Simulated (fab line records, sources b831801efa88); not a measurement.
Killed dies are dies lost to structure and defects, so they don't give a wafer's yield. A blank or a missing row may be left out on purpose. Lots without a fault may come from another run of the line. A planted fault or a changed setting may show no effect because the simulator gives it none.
fab line records | flow gf180mcu
record lots=14 wafers=42 last_day=34
route steps=602 shown STI@3 MVSD@70 POLY_GATE@158
lots that met no fault: from a run of the same line without faults
start_h: hours from the record's first day to the start of the lot's first wafer shown | wait_h: hours since the lot's step before | " the same as in the row above | L1.1+2: a row that stands for several wafers | - no value, or no start given | * or withheld: withheld | < > ~ a bound
route shown NAME@n: a module of which the file shows steps, and the number in the route of the first | usual: mean/standard deviation of fault-free wafers | same: alike in all rows | chamber/n: place in a boat | sites: the reading at each site | _std_site: their standard deviation | _edge_site: outer sites' mean less inner sites' | radius_mm: how far each site lies from the wafer's centre | mask NAME#n: copy n | behind: the tool/chamber that last shaped the wafer | hold: why the lot was held/for how many hours/how that ended | device: the transistor (n, p or np) that didn't switch | end of line: the same wafers' tests at the end of the route | a step without rows: its recipe alone | killed: dies lost to structure and defects at the first sort, not the wafer's yield | map: a wafer's dies, x killed, . not, _ none there
set.NAME: the setting as run; set.NAME@STEP: as run at that earlier step | model.NAME: the simulator's own value behind a step, which no gauge read
steps of the route over a sample of lots; a table a step, a row a wafer
services: from which hour (start_h, from the record's first day; less than 0 if before it) a tool's chamber was out of use, for how many hours, and why
## steps
# step GF_STI_THK_MEAS_02
# recipe reads=SiO2_of_STI_OXIDATION_01
# usual STI_OXIDATION_THK=10.06/0.21
# columns lot.wafer tool chamber start_h wait_h STI_OXIDATION_THK[nm]
L730.1 film_metro-01 - 12.68 0.0 10.14
L730.2 " - " " 10.00
L730.6 " - " " 10.15
L731.2 film_metro-04 - 16.52 0.0 10.26
L731.3 " - " " 10.23
L731.4 " - " " 10.20
L732.3 film_metro-04 - 21.53 0.0 10.14
L732.5 " - " " 10.35
L732.6 " - " " 10.08
L733.1 film_metro-03 - 26.51 0.0 10.16
L733.2 " - " " 10.30
L733.3 " - " " 10.23
L734.1 film_metro-04 - 33.12 0.0 10.16
L734.3 " - " " 10.31
L734.5 " - " " 10.29
L738.1 film_metro-04 - 51.68 0.0 9.85
L738.3 " - " " 10.03
L738.5 " - " " 9.90
L739.2 film_metro-01 - 56.97 0.0 10.38
L739.3 " - " " 10.26
L739.4 " - " " 10.37
L740.3 film_metro-03 - 61.53 0.0 10.14
L740.5 " - " " 10.11
L740.6 " - " " 10.23
L741.1 film_metro-03 - 66.51 0.0 9.73
L741.4 " - " " 9.87
L741.6 " - " " 9.77
L743.1 film_metro-04 - 77.23 0.0 9.96
L743.2 " - " " 10.02
L743.3 " - " " 10.11
L747.1 film_metro-04 - 96.51 0.0 9.83
L747.2 " - " " 9.73
L747.3 " - " " 9.73
L751.1 film_metro-04 - 120.48 0.0 9.66
L751.2 " - " " 9.60
L751.3 " - " " 9.91
L752.2 film_metro-01 - 127.26 0.0 10.18
L752.4 " - " " 9.99
L752.5 " - " " 10.10
L753.2 film_metro-03 - 127.32 0.1 9.99
L753.4 " - " " 10.05
L753.6 " - " " 10.17
# step GF_STI_CD_MEAS_12
# recipe target_cd_nm=220
# usual cd_nm=220.0/1.2
# columns lot.wafer tool chamber start_h wait_h cd_nm
L730.1 cd_sem-01 - 26.46 0.1 221.6
L730.2 " - " " 222.0
L730.6 " - " " 221.6
L731.2 cd_sem-01 - 30.61 0.1 220.3
L731.3 " - " " 219.3
L731.4 " - " " 220.2
L732.3 cd_sem-02 - 36.03 0.1 221.7
L732.5 " - " " 221.5
L732.6 " - " " 220.9
L733.1 cd_sem-02 - 40.46 0.1 218.8
L733.2 " - " " 218.2
L733.3 " - " " 218.4
L734.1 cd_sem-01 - 48.44 0.1 221.7
L734.3 " - " " 220.1
L734.5 " - " " 219.3
L738.1 cd_sem-02 - 66.56 0.1 221.5
L738.3 " - " " 221.3
L738.5 " - " " 220.4
L739.2 cd_sem-02 - 72.71 0.1 218.5
L739.3 " - " " 218.6
L739.4 " - " " 218.8
L740.3 cd_sem-02 - 77.08 0.1 219.7
L740.5 " - " " 220.1
L740.6 " - " " 220.4
L741.1 cd_sem-02 - 81.79 0.1 222.8
L741.4 " - " " 221.7
L741.6 " - " " 222.3
L743.1 cd_sem-01 - 92.26 0.1 219.5
L743.2 " - " " 220.0
L743.3 " - " " 218.3
L747.1 cd_sem-02 - 112.46 0.1 219.7
L747.2 " - " " 218.3
L747.3 " - " " 218.7
L751.1 cd_sem-02 - 136.21 0.1 221.8
L751.2 " - " " 221.3
L751.3 " - " " 220.4
L753.2 cd_sem-02 - 143.91 0.1 218.4
L753.4 " - " " 218.3
L753.6 " - " " 217.6
L752.2 cd_sem-02 - 144.75 0.1 220.5
L752.4 " - " " 221.4
L752.5 " - " " 220.6
# step GF_MVSD_EXPOSE_04
# recipe mask_id=MVSD target_cd_nm=1000 na=0.6 source_shape=conventional sigma_outer=0.6 dose_mj=260
# same sigma_outer=0.6
# columns lot.wafer tool chamber start_h wait_h mask
L730.1+2+6 iline_stepper-02 0 78.61 - MVSD#0
L731.2+3+4 iline_stepper-02 0 84.43 - MVSD#0
L732.3+5+6 iline_stepper-02 0 90.22 - MVSD#0
L733.1+2+3 iline_stepper-01 0 93.03 - MVSD#0
L734.1+3+5 iline_stepper-02 0 99.61 - MVSD#0
L738.1+3+5 iline_stepper-01 0 120.28 - MVSD#0
L739.2+3+4 iline_stepper-02 0 126.20 - MVSD#0
L740.3+5+6 iline_stepper-01 0 133.65 - MVSD#0
L741.1+4+6 iline_stepper-01 0 137.98 - MVSD#0
L743.1+2+3 iline_stepper-01 0 148.68 - MVSD#0
L747.1+2+3 iline_stepper-02 0 185.84 - MVSD#0
L751.1+2+3 iline_stepper-02 0 203.11 - MVSD#0
L753.2+4+6 iline_stepper-02 0 207.15 - MVSD#0
L752.2+4+5 iline_stepper-02 0 211.18 - MVSD#0
# step GF_MVSD_OVL_MEAS_07
# usual MVSD_OVL=-1.4/1.5
# columns lot.wafer tool chamber start_h wait_h MVSD_OVL[nm]
L730.1 overlay-02 - 85.19 - -0.6
L730.2 " - " " -1.9
L730.6 " - " " -1.2
L731.2 overlay-01 - 90.59 - 0.4
L731.3 " - " " 1.5
L731.4 " - " " 0.8
L732.3 overlay-02 - 96.80 - -1.6
L732.5 " - " " 0.0
L732.6 " - " " 0.3
L733.1 overlay-02 - 99.74 - -2.9
L733.2 " - " " -2.3
L733.3 " - " " -2.6
L734.1 overlay-01 - 106.44 - 0.1
L734.3 " - " " -1.3
L734.5 " - " " 0.1
L738.1 overlay-01 - 126.71 - -3.2
L738.3 " - " " -2.7
L738.5 " - " " -2.1
L739.2 overlay-01 - 132.64 - -1.3
L739.3 " - " " -2.0
L739.4 " - " " -0.6
L740.3 overlay-01 - 141.07 - -0.3
L740.5 " - " " -1.6
L740.6 " - " " 0.1
L741.1 overlay-02 - 145.08 - 236.0
L741.4 " - " " 236.7
L741.6 " - " " 237.4
L743.1 overlay-01 - 156.81 - 239.6
L743.2 " - " " 242.2
L743.3 " - " " 238.3
L747.1 overlay-02 - 194.49 - -0.5
L747.2 " - " " -0.7
L747.3 " - " " -1.3
L751.1 overlay-02 - 212.21 - -1.4
L751.2 " - " " -2.7
L751.3 " - " " -3.1
L753.2 overlay-01 - 215.46 - 1.1
L753.4 " - " " 1.2
L753.6 " - " " 0.0
L752.2 overlay-01 - 220.29 - -1.4
L752.4 " - " " -2.1
L752.5 " - " " -2.0
# step GF_POLY_GATE_THK_MEAS_01
# recipe reads=poly-Si_of_POLY_GATE_CVD_00
# usual POLY_GATE_CVD_00_THK=200.2/2.2
# columns lot.wafer tool chamber start_h wait_h POLY_GATE_CVD_00_THK[nm]
L730.1 film_metro-04 - 180.46 0.0 199.3
L730.2 " - " " 198.3
L730.6 " - " " 198.3
L731.2 film_metro-04 - 186.92 0.0 195.8
L731.3 " - " " 195.9
L731.4 " - " " 195.8
L732.3 film_metro-02 - 193.58 0.0 195.9
L732.5 " - " " 195.8
L732.6 " - " " 195.4
L733.1 film_metro-02 - 200.85 0.0 198.9
L733.2 " - " " 199.2
L733.3 " - " " 198.4
L734.1 film_metro-03 - 208.27 0.0 198.5
L734.3 " - " " 199.8
L734.5 " - " " 198.9
L738.1 film_metro-03 - 233.27 0.0 200.7
L738.3 " - " " 200.2
L738.5 " - " " 201.5
L739.2 film_metro-04 - 240.59 0.0 198.8
L739.3 " - " " 200.4
L739.4 " - " " 197.5
L740.3 film_metro-04 - 251.78 0.0 199.0
L740.5 " - " " 199.5
L740.6 " - " " 200.0
L741.1 film_metro-03 - 256.67 0.0 197.6
L741.4 " - " " 199.6
L741.6 " - " " 200.8
L743.1 film_metro-04 - 269.46 0.0 200.2
L743.2 " - " " 200.9
L743.3 " - " " 201.8
L747.1 film_metro-02 - 315.35 0.0 202.2
L747.2 " - " " 202.2
L747.3 " - " " 201.4
L751.1 film_metro-04 - 333.35 0.0 201.1
L751.2 " - " " 200.2
L751.3 " - " " 200.5
L753.2 film_metro-02 - 341.12 0.0 198.0
L753.4 " - " " 198.4
L753.6 " - " " 197.7
L752.2 film_metro-03 - 343.80 0.0 199.4
L752.4 " - " " 201.0
L752.5 " - " " 200.1
## services
# columns tool chamber start_h hours kind
iline_stepper-01 0 66.92 - calibration
iline_stepper-01 - 74.97 14.7 repair
iline_stepper-01 - 89.62 1.7 pm
iline_stepper-02 - 158.88 1.7 pm
iline_stepper-01 - 191.74 2.1 pm
iline_stepper-01 - 193.83 - consumable_replace:lamp
## key
first_sign step=GF_MVSD_OVL_MEAS_07 reading=MVSD_OVL direction=up sigmas=99+ usual=-1.4 struck=238.4
effect none on later readings
met_at GF_MVSD_EXPOSE_04
struck_lots L741,L743
tester_left_out L741,L743
not_acting_at GF_STI_THK_MEAS_02,GF_STI_CD_MEAS_12,GF_POLY_GATE_THK_MEAS_01
onset_between 133.65 137.98
fault kind=scanner_matching_overlay tool=iline_stepper-01 chamber=- onset_h=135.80 steps=GF_MVSD_EXPOSE_04 offset=239.41
# tester_left_out: of these lots the tester's yield and bins aren't shown, on N5 and GAA mostly nor the transistor test; their killed dies are dies lost to structure and defects alone, not to doping, threshold or leakage, so they don't give the yield
